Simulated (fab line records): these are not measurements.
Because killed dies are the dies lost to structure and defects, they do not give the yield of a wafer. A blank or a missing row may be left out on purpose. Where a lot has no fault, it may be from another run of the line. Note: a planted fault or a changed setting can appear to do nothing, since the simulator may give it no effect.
fab line records + flow sfq-line
record
- lots=14
- wafers=42
- last-day=91
route steps=325 shown M6@255
lots that met no fault: from a run of the same line without faults
start-h: hours from the record's opening day to when the first of the lot's shown wafers began + wait-h: hours since the lot's step before + " same as the row above + L1.1+2: one row covering several wafers at once + - either no value or no given start + * or withheld: withheld + < > ~ a bound
route shown NAME@n: names a module that has steps shown in the file, with the first one's number in the route + usual: average and standard deviation across the fault-free wafers + same: alike in all rows + chamber/n: place in a boat + sites: per-site readings + _std_site: the standard deviation of these + _edge_site: inner sites' mean taken away from outer sites' mean + radius-mm: for every site, how far away it sits from the centre of the wafer + mask NAME#n: copy n + behind: tool/chamber where the wafer was last shaped + hold: the reason the lot was held/the length of the hold in hours/how it ended + device: the transistor (n, p or np) that didn't switch + end of line: tests run on the same wafers once the route is complete + where a step has no rows: the recipe by itself + killed: the dies lost at the first sort to structure and to defects; this is not the yield of the wafer + map: a wafer's dies, x killed, . not, _ none there
set.NAME: the run value of the setting; set.NAME@STEP: its run value at that earlier step + model.NAME: the simulator's own value behind a step, which no gauge read
one table for each step of the route and one row for each wafer, over a sample of lots
services: the hour from which a tool's chamber was out of use, counted from the record's first day as start-h (under 0 if before that day), plus the number of hours and why
## steps
# step SFQ_TRILAYER_M6_LITHO_COAT_164
# recipe
- resist=BARC
- spin-rpm=3000
- resist-thk-nm=62
# usual
- spin-speed-rpm=2999.9/2.4
| lot.wafer | tool           | chamber | start-h | wait-h | spin-speed-rpm |
|-----------|----------------|---------|---------|--------|----------------|
| L483.2    | litho-track-04 | 0       | 1698.95 | 0.1    | 2999.8         |
| L483.4    | "              | 0       | "       | "      | 2999.6         |
| L483.5    | "              | 0       | "       | "      | 2997.7         |
| L484.1    | litho-track-02 | 0       | 1708.54 | 0.1    | 2998.9         |
| L484.2    | "              | 0       | "       | "      | 3004.9         |
| L484.3    | "              | 0       | "       | "      | 2999.5         |
| L488.1    | litho-track-02 | 0       | 1725.51 | 0.1    | 2996.5         |
| L488.3    | "              | 0       | "       | "      | 3001.2         |
| L488.4    | "              | 0       | "       | "      | 2999.7         |
| L489.2    | litho-track-02 | 0       | 1727.62 | 0.1    | 2578.3         |
| L489.4    | "              | 0       | "       | "      | 2576.6         |
| L489.5    | "              | 0       | "       | "      | 2575.0         |
| L490.2    | litho-track-04 | 0       | 1738.42 | 0.1    | 2996.4         |
| L490.4    | "              | 0       | "       | "      | 2997.6         |
| L490.5    | "              | 0       | "       | "      | 2996.0         |
| L491.1    | litho-track-02 | 0       | 1743.17 | 0.1    | 2572.8         |
| L491.4    | "              | 0       | "       | "      | 2572.9         |
| L491.6    | "              | 0       | "       | "      | 2575.0         |
| L497.2    | litho-track-02 | 0       | 1815.15 | 0.1    | 2997.6         |
| L497.3    | "              | 0       | "       | "      | 3002.7         |
| L497.5    | "              | 0       | "       | "      | 2999.3         |
| L499.2    | litho-track-02 | 0       | 1886.45 | 0.1    | 2997.9         |
| L499.4    | "              | 0       | "       | "      | 3005.2         |
| L499.6    | "              | 0       | "       | "      | 2995.4         |
| L501.2    | litho-track-04 | 0       | 1898.87 | 0.1    | 3002.1         |
| L501.4    | "              | 0       | "       | "      | 2999.3         |
| L501.6    | "              | 0       | "       | "      | 2996.4         |
| L502.3    | litho-track-02 | 0       | 1900.12 | 0.1    | 2998.1         |
| L502.5    | "              | 0       | "       | "      | 2995.2         |
| L502.6    | "              | 0       | "       | "      | 3000.8         |
| L503.2    | litho-track-01 | 0       | 1901.27 | 0.1    | 3001.9         |
| L503.5    | "              | 0       | "       | "      | 3002.7         |
| L503.6    | "              | 0       | "       | "      | 3001.1         |
| L504.1    | litho-track-02 | 0       | 1902.42 | 0.1    | 2999.1         |
| L504.2    | "              | 0       | "       | "      | 2997.5         |
| L504.5    | "              | 0       | "       | "      | 3003.2         |
| L505.2    | litho-track-04 | 0       | 1908.57 | 0.1    | 3001.8         |
| L505.3    | "              | 0       | "       | "      | 3000.8         |
| L505.5    | "              | 0       | "       | "      | 3002.6         |
| L506.1    | litho-track-02 | 0       | 1926.12 | 0.1    | 3000.6         |
| L506.5    | "              | 0       | "       | "      | 2995.3         |
| L506.6    | "              | 0       | "       | "      | 3001.5         |
# step SFQ_TRILAYER_M6_BARC_OPEN_METAL_ETCH_206
# recipe
- mask-material=PR
- chemistry=O2
- target-depth-nm=125
- target=BARC
- icp-w=584.3
- bias-w=80
- pressure-mtorr=10
- time-s=41.7
# usual
- bias-w=79.99/0.23
- drypump-motor-current-A=5.5/0.46
- oes-product-au=0.685/0.0044
| lot.wafer | tool         | chamber | start-h | wait-h | bias-w | drypump-motor-current-A | oes-product-au | rf-hours-counter-h |
|-----------|--------------|---------|---------|--------|--------|-------------------------|----------------|--------------------|
| L483.2    | rie-metal-03 | 1       | 1701.18 | 0.0    | 80.33  | 6.2                     | 0.685          | 100                |
| L483.4    | "            | 0       | "       | "      | 79.84  | 5.0                     | 0.687          | -                  |
| L483.5    | "            | 1       | "       | "      | 79.77  | 6.2                     | 0.676          | -                  |
| L484.1    | rie-metal-01 | 0       | 1710.83 | 0.0    | 80.02  | 6.0                     | 0.684          | 94                 |
| L484.2    | "            | 1       | "       | "      | 79.77  | 5.8                     | 0.686          | 51                 |
| L484.3    | "            | 0       | "       | "      | 79.66  | 6.0                     | 0.686          | -                  |
| L488.1    | rie-metal-04 | 1       | 1826.44 | 0.0    | 79.82  | 4.9                     | 0.685          | 121                |
| L488.3    | "            | 1       | "       | "      | 79.76  | 4.9                     | 0.687          | -                  |
| L488.4    | "            | 0       | "       | "      | 80.05  | 5.4                     | 0.678          | -                  |
| L489.2    | rie-metal-03 | 1       | 1828.84 | 0.0    | 79.75  | 6.2                     | 0.705          | 115                |
| L489.4    | "            | 0       | "       | "      | 79.88  | 4.9                     | 0.702          | -                  |
| L489.5    | "            | 0       | "       | "      | 79.65  | 4.9                     | 0.714          | -                  |
| L490.2    | rie-metal-01 | 0       | 1840.84 | 0.0    | 79.93  | 6.0                     | 0.680          | 112                |
| L490.4    | "            | 1       | "       | "      | 80.10  | 5.7                     | 0.685          | -                  |
| L490.5    | "            | 1       | "       | "      | 80.26  | 5.8                     | 0.684          | -                  |
| L491.1    | rie-metal-04 | 1       | 1844.44 | 0.0    | 80.16  | 5.0                     | 0.711          | 124                |
| L491.4    | "            | 1       | "       | "      | 80.05  | 5.0                     | 0.706          | -                  |
| L491.6    | "            | 0       | "       | "      | 80.01  | 5.4                     | 0.704          | -                  |
| L497.2    | rie-metal-01 | 0       | 1881.64 | 0.0    | 80.09  | 6.0                     | 0.684          | 120                |
| L497.3    | "            | 1       | "       | "      | 80.24  | 5.8                     | 0.685          | -                  |
| L497.5    | "            | 0       | "       | "      | 79.94  | 6.0                     | 0.691          | -                  |
| L499.2    | rie-metal-04 | 1       | 1895.26 | 0.0    | 79.63  | 4.9                     | 0.679          | 1                  |
| L499.4    | "            | 1       | "       | "      | 79.96  | 4.9                     | 0.685          | -                  |
| L499.6    | "            | 1       | "       | "      | 80.11  | 4.9                     | 0.682          | -                  |
| L501.2    | rie-metal-04 | 0       | 1902.46 | 0.0    | 79.41  | 5.4                     | 0.688          | 89                 |
| L501.4    | "            | 1       | "       | "      | 80.01  | 4.9                     | 0.683          | -                  |
| L501.6    | "            | 0       | "       | "      | 80.04  | 5.4                     | 0.689          | -                  |
| L502.3    | rie-metal-01 | 0       | 1903.68 | 0.0    | 79.69  | 6.0                     | 0.690          | -                  |
| L502.5    | "            | 0       | "       | "      | 79.89  | 6.0                     | 0.691          | -                  |
| L502.6    | "            | 1       | "       | "      | 79.79  | 5.8                     | 0.684          | -                  |
| L503.2    | rie-metal-01 | 0       | 1906.16 | 0.0    | 79.96  | 6.0                     | 0.678          | 125                |
| L503.5    | "            | 1       | "       | "      | 79.92  | 5.8                     | 0.692          | -                  |
| L503.6    | "            | 0       | "       | "      | 80.02  | 6.1                     | 0.685          | -                  |
| L504.1    | rie-metal-01 | 1       | 1908.56 | 0.0    | 79.83  | 5.8                     | 0.689          | 83                 |
| L504.2    | "            | 0       | "       | "      | 80.23  | 6.0                     | 0.678          | 126                |
| L504.5    | "            | 1       | "       | "      | 79.86  | 5.8                     | 0.675          | -                  |
| L505.2    | rie-metal-04 | 0       | 1912.16 | 0.0    | 80.13  | 5.4                     | 0.679          | 91                 |
| L505.3    | "            | 1       | "       | "      | 80.12  | 4.9                     | 0.685          | -                  |
| L505.5    | "            | 1       | "       | "      | 80.07  | 4.9                     | 0.680          | -                  |
| L506.1    | rie-metal-03 | 0       | 1928.40 | 0.0    | 79.85  | 5.0                     | 0.692          | 41                 |
| L506.5    | "            | 0       | "       | "      | 79.79  | 4.9                     | 0.685          | -                  |
| L506.6    | "            | 1       | "       | "      | 79.99  | 6.2                     | 0.691          | -                  |
## services
| tool         | chamber | start-h | hours | kind                          |
|--------------|---------|---------|-------|-------------------------------|
| rie-metal-03 | -       | 1698.44 | 0.2   | repair                        |
| rie-metal-04 | 0       | 1782.75 | 18.4  | repair                        |
| rie-metal-04 | 1       | 1814.63 | 10.6  | repair                        |
| rie-metal-04 | -       | 1824.08 | 0.1   | repair                        |
| rie-metal-03 | 1       | 1855.40 | -     | clean                         |
| rie-metal-03 | 1       | 1855.40 | -     | consumable-replace:focus-ring |
| rie-metal-03 | 1       | 1855.40 | 16.8  | scheduled-down                |
| rie-metal-03 | 1       | 1855.40 | 16.8  | vent-cycle                    |
| rie-metal-04 | 1       | 1864.99 | -     | clean                         |
| rie-metal-04 | 1       | 1864.99 | -     | consumable-replace:esc        |
| rie-metal-04 | 1       | 1864.99 | -     | consumable-replace:focus-ring |
| rie-metal-04 | 1       | 1864.99 | 22.5  | scheduled-down                |
| rie-metal-04 | 1       | 1864.99 | 22.5  | vent-cycle                    |
| rie-metal-03 | 1       | 1899.33 | 17.5  | repair                        |
| rie-metal-03 | -       | 1906.27 | 1.4   | repair                        |
## key
first-sign
- step=SFQ_TRILAYER_M6_LITHO_COAT_164
- reading=spin-speed-rpm
- direction=down
- sigmas=99+
- usual=2999.9
- struck=2575.1
effect
- step=SFQ_TRILAYER_M6_BARC_OPEN_METAL_ETCH_206
- reading=oes-product-au
- direction=up
- sigmas=5
- usual=0.685
- struck=0.707
met-at SFQ_TRILAYER_M6_LITHO_COAT_164
struck-lots L489,L491
onset-between 1725.51 1727.62
fault
- kind=process-parameter-drift
- tool=litho-track-02
- chamber=-
- onset-h=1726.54
- steps=SFQ_TRILAYER_M6_LITHO_COAT_164
- channel=spin-rpm
- offset=-426.98
- shape=step
- end-h=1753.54
- acts-in=these-recipes-only
- stated=3000
